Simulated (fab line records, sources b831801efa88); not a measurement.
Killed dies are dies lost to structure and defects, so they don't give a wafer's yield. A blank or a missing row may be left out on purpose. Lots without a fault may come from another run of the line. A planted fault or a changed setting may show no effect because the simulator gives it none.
Which tool did it? | flow sky130 | 12 lots, 36 wafers sampled, at 4 steps of a route of 708

WHAT THE GAUGES READ, wafer by wafer
SKY_CONTACT_THK_MEAS_03. Usual: CONTACT_HDPCVD_THK 566 nm, standard deviation 4.8.
lot  | measured     | on            | CONTACT_HDPCVD_THK (nm) | flag
L131 | day 30 11:23 | film_metro-02 | 554 570 558             |
L133 | day 31 10:36 | film_metro-03 | 567 561 564             |
L134 | day 32 01:52 | film_metro-03 | 565 574 574             |
L135 | day 32 05:50 | film_metro-02 | 563 562 569             |
L137 | day 32 18:42 | film_metro-02 | 570 570 568             |
L139 | day 33 05:42 | film_metro-03 | 563 563 567             |
L138 | day 33 09:08 | film_metro-03 | 570 568 571             |
L141 | day 34 04:58 | film_metro-02 | 567 564 558             |
L143 | day 34 16:25 | film_metro-04 | 561 567 564             |
L144 | day 34 23:06 | film_metro-03 | 567 560 569             |
L153 | day 37 21:27 | film_metro-04 | 543 546 549             | OFF
L154 | day 38 09:50 | film_metro-04 | 543 556 543             | OFF

WHICH TOOL RAN EACH LOT (tool, then ch and the chambers of the sampled wafers, then the start)
lot  | SKY_LI_CONTACT_STRIP_16              | SKY_LI_CONTACT_SPUTTER_19    | SKY_CONTACT_HDPCVD_02
L131 | plasma_asher-02 ch 0,1, day 29 04:50 | pvd_sputter-03, day 29 05:08 | hdpcvd-01 ch 1,2, day 30 11:19
L133 | plasma_asher-04 ch 0,1, day 30 04:35 | pvd_sputter-01, day 30 04:53 | hdpcvd-02 ch 0,1,2, day 31 10:32
L134 | plasma_asher-02 ch 0,1, day 30 20:34 | pvd_sputter-03, day 30 20:52 | hdpcvd-02 ch 0,1,2, day 32 01:47
L135 | plasma_asher-04 ch 0,1, day 30 23:26 | pvd_sputter-01, day 30 23:44 | hdpcvd-01 ch 0,1,2, day 32 05:46
L137 | plasma_asher-01 ch 0,1, day 31 13:58 | pvd_sputter-01, day 31 14:16 | hdpcvd-02 ch 0,2, day 32 18:38
L139 | plasma_asher-04 ch 0,1, day 32 01:40 | pvd_sputter-01, day 32 01:56 | hdpcvd-02 ch 1,2, day 33 05:37
L138 | plasma_asher-01 ch 0,1, day 32 03:50 | pvd_sputter-03, day 32 04:08 | hdpcvd-01 ch 0,1,2, day 33 09:03
L141 | plasma_asher-01 ch 0,1, day 32 23:40 | pvd_sputter-01, day 32 23:57 | hdpcvd-01 ch 1,2, day 34 04:53
L143 | plasma_asher-01 ch 0,1, day 33 11:44 | pvd_sputter-01, day 33 12:02 | hdpcvd-01 ch 1,2, day 34 16:20
L144 | plasma_asher-01 ch 0,1, day 33 17:59 | pvd_sputter-03, day 33 18:17 | hdpcvd-02 ch 0,1,2, day 34 23:01
L153 | plasma_asher-04 ch 0,1, day 36 17:19 | pvd_sputter-03, day 36 17:37 | hdpcvd-01 ch 1,2, day 37 21:23
L154 | plasma_asher-04 ch 0,1, day 37 05:50 | pvd_sputter-02, day 37 06:09 | hdpcvd-01 ch 0,1,2, day 38 09:46
- SKY_LI_CONTACT_STRIP_16: strips in O2/N2.
- SKY_LI_CONTACT_SPUTTER_19: material Ti, target thk 20 nm, time 106.37 s.
- SKY_CONTACT_HDPCVD_02: deposits SiO2, target thk 565 nm, time 94.2 s.

WHAT THE TOOLS THEMSELVES READ (means of the sampled wafers that have a number; where no wafer has one, the mark that the record gives instead)
SKY_LI_CONTACT_STRIP_16. Usual: drypump_motor_current_A 5.5 A, standard deviation 0.47; oes_product_au 0.376 a.u., standard deviation 0.0046; strip_time_to_endpoint_s 3.497 s, standard deviation 0.028.
lot  | tool            | drypump_motor_current_A (A) | oes_product_au (a.u.) | strip_time_to_endpoint_s (s) | flag
L131 | plasma_asher-02 | 5.3                         | 0.376                 | 3.485                        |
L133 | plasma_asher-04 | 5.3                         | 0.375                 | 3.532                        |
L134 | plasma_asher-02 | 5.3                         | 0.377                 | 3.473                        |
L135 | plasma_asher-04 | 5.7                         | 0.373                 | 3.475                        |
L137 | plasma_asher-01 | 5.6                         | 0.373                 | 3.507                        |
L139 | plasma_asher-04 | 5.3                         | 0.377                 | 3.488                        |
L138 | plasma_asher-01 | 5.6                         | 0.374                 | 3.494                        |
L141 | plasma_asher-01 | 5.6                         | 0.378                 | 3.501                        |
L143 | plasma_asher-01 | 5.6                         | 0.378                 | 3.521                        |
L144 | plasma_asher-01 | 5.6                         | 0.374                 | 3.478                        |
L153 | plasma_asher-04 | 5.7                         | 0.373                 | 3.468                        |
L154 | plasma_asher-04 | 5.3                         | 0.381                 | 3.500                        |

SKY_LI_CONTACT_SPUTTER_19. Usual: throttle_valve_pct 29.9 %, standard deviation 0.94.
lot  | tool           | throttle_valve_pct (%) | flag
L131 | pvd_sputter-03 | 30.3                   |
L133 | pvd_sputter-01 | 29.3                   |
L134 | pvd_sputter-03 | 29.6                   |
L135 | pvd_sputter-01 | 31.0                   |
L137 | pvd_sputter-01 | 30.9                   |
L139 | pvd_sputter-01 | 29.7                   |
L138 | pvd_sputter-03 | 29.6                   |
L141 | pvd_sputter-01 | 30.4                   |
L143 | pvd_sputter-01 | 28.6                   |
L144 | pvd_sputter-03 | 29.4                   |
L153 | pvd_sputter-03 | 29.7                   |
L154 | pvd_sputter-02 | 30.6                   |

SKY_CONTACT_HDPCVD_02. Usual: run_length_s 122.1 s, standard deviation 0.61.
lot  | tool      | run_length_s (s) | flag
L131 | hdpcvd-01 | 122.1            |
L133 | hdpcvd-02 | 121.9            |
L134 | hdpcvd-02 | 121.8            |
L135 | hdpcvd-01 | 122.4            |
L137 | hdpcvd-02 | 121.9            |
L139 | hdpcvd-02 | 121.8            |
L138 | hdpcvd-01 | 122.2            |
L141 | hdpcvd-01 | 122.2            |
L143 | hdpcvd-01 | 121.9            |
L144 | hdpcvd-02 | 122.0            |
L153 | hdpcvd-01 | 118.3            | OFF
L154 | hdpcvd-01 | 118.9            | OFF

THE ANSWER, worked out from the rows above alone
Rule: a lot is off if the mean of its wafers that have a number lies more than 3 standard deviations from the usual mean. A lot without any number at a reading at which 4 lots or more have one is off too. The other lots that the step has rows for count as sound. The gauges are gone through in route order, then the tools' own readings, and for those a lot's mean is taken as printed above. The first step at which some lot is off is used, and at that step the reading that is off furthest; a lot without a number counts as furthest.
Off: L153, L154, at SKY_CONTACT_THK_MEAS_03 (CONTACT_HDPCVD_THK).
A tool fits if, at a process step before that reading, it ran every lot that is off, and no sound lot after the first of them. The gauges at SKY_CONTACT_THK_MEAS_03 aren't tried: what is off there is off at SKY_CONTACT_HDPCVD_02 too, on other tools, and a gauge's error can't cause that. Can't be told from this: 2 tools fit, plasma_asher-04 at SKY_LI_CONTACT_STRIP_16, hdpcvd-01 at SKY_CONTACT_HDPCVD_02.

WHAT THE SIMULATOR HAD PUT IN
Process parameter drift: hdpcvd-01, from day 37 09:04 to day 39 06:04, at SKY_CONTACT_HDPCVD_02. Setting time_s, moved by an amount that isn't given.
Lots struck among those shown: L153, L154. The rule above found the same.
